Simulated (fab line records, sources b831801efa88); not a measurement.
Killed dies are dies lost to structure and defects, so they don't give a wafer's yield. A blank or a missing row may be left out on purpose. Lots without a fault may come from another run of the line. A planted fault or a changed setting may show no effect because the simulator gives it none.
Chamber matching | flow sky130 | SKY_VIA2_ETCH_15 on rie_diel-02: 4 sister chambers
The step etches SiO2 in C4F8/O2/Ar, stops on TiN, target depth 546 nm, time 84 s. 16 wafers are shown with their chamber, then 8 later ones without.

WAFERS WITH THEIR CHAMBER
wafer  | chamber | bias_w (W) | oes_product_au (a.u.) | chamber_pressure_mTorr (mTorr)
L074.2 | 1       | 1197       | 0.931                 | 40.00
L074.4 | 2       | 1199       | 0.941                 | 40.01
L074.5 | 0       | 1202       | 0.939                 | 40.00
L080.2 | 1       | 1207       | 0.931                 | 39.99
L080.4 | 0       | 1200       | 0.942                 | 39.98
L080.6 | 0       | 1202       | 0.935                 | 40.03
L081.2 | 1       | 1197       | 0.940                 | 40.03
L081.3 | 2       | 1198       | 0.934                 | 40.03
L081.4 | 3       | 1208       | 0.938                 | 40.06
L086.2 | 1       | 1206       | 0.937                 | 40.05
L086.3 | 0       | 1197       | 0.939                 | 40.02
L086.6 | 0       | 1200       | 0.941                 | 39.99
L089.1 | 1       | 1195       | 0.931                 | 40.02
L089.5 | 3       | 1200       | 0.937                 | 39.96
L089.6 | 2       | 1204       | 0.938                 | 40.03
L088.3 | 1       | 1198       | 0.943                 | 39.94

SIGNATURES (means of the wafers above)
reading                | chamber 0 | chamber 1 | chamber 2 | chamber 3 | scatter within a chamber
bias_w                 | 1200.20   | 1200.00   | 1200.33   | 1204.00   | 4.1
oes_product_au         | 0.93920   | 0.93550   | 0.93767   | 0.93750   | 0.00402
chamber_pressure_mTorr | 40.0040   | 40.0050   | 40.0233   | 40.0100   | 0.0346
Rule: a wafer's distance from a chamber is the root of the sum, over the readings, of the square of ((its reading less the chamber's mean) divided by the reading's scatter). The wafer belongs to the nearest chamber; if the next one is less than 2 further off, it can't be placed. The scatter: the root of (the sum of the squares of (reading less its chamber's mean) over the shown wafers, divided by (wafers less chambers)).

WAFERS WITHOUT THEIR CHAMBER
wafer  | bias_w (W) | oes_product_au (a.u.) | chamber_pressure_mTorr (mTorr)
L088.5 | 1197       | 0.946                 | 40.00
L088.6 | 1200       | 0.935                 | 39.98
L091.2 | 1199       | 0.943                 | 40.01
L091.4 | 1198       | 0.933                 | 40.03
L091.6 | 1199       | 0.931                 | 40.00
L094.1 | 1196       | 0.937                 | 40.00
L094.2 | 1200       | 0.941                 | 39.99
L094.4 | 1196       | 0.940                 | 39.98

WHICH CHAMBER EACH WENT THROUGH
wafer  | from the rows above               | in truth
L088.5 | can't be placed: 0 or 2 or 1 or 3 | 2
L088.6 | can't be placed: 1 or 0 or 2 or 3 | 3
L091.2 | can't be placed: 0 or 2 or 3 or 1 | 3
L091.4 | can't be placed: 1 or 2 or 0 or 3 | 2
L091.6 | can't be placed: 1 or 2 or 3 or 0 | 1
L094.1 | can't be placed: 1 or 0 or 2 or 3 | 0
L094.2 | can't be placed: 0 or 2 or 3 or 1 | 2
L094.4 | can't be placed: 0 or 1 or 2 or 3 | 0
Placed correctly: 0 of 8. Can't be placed from these rows: 8 (the true chamber is among the candidates in 8). Placed wrongly: 0.
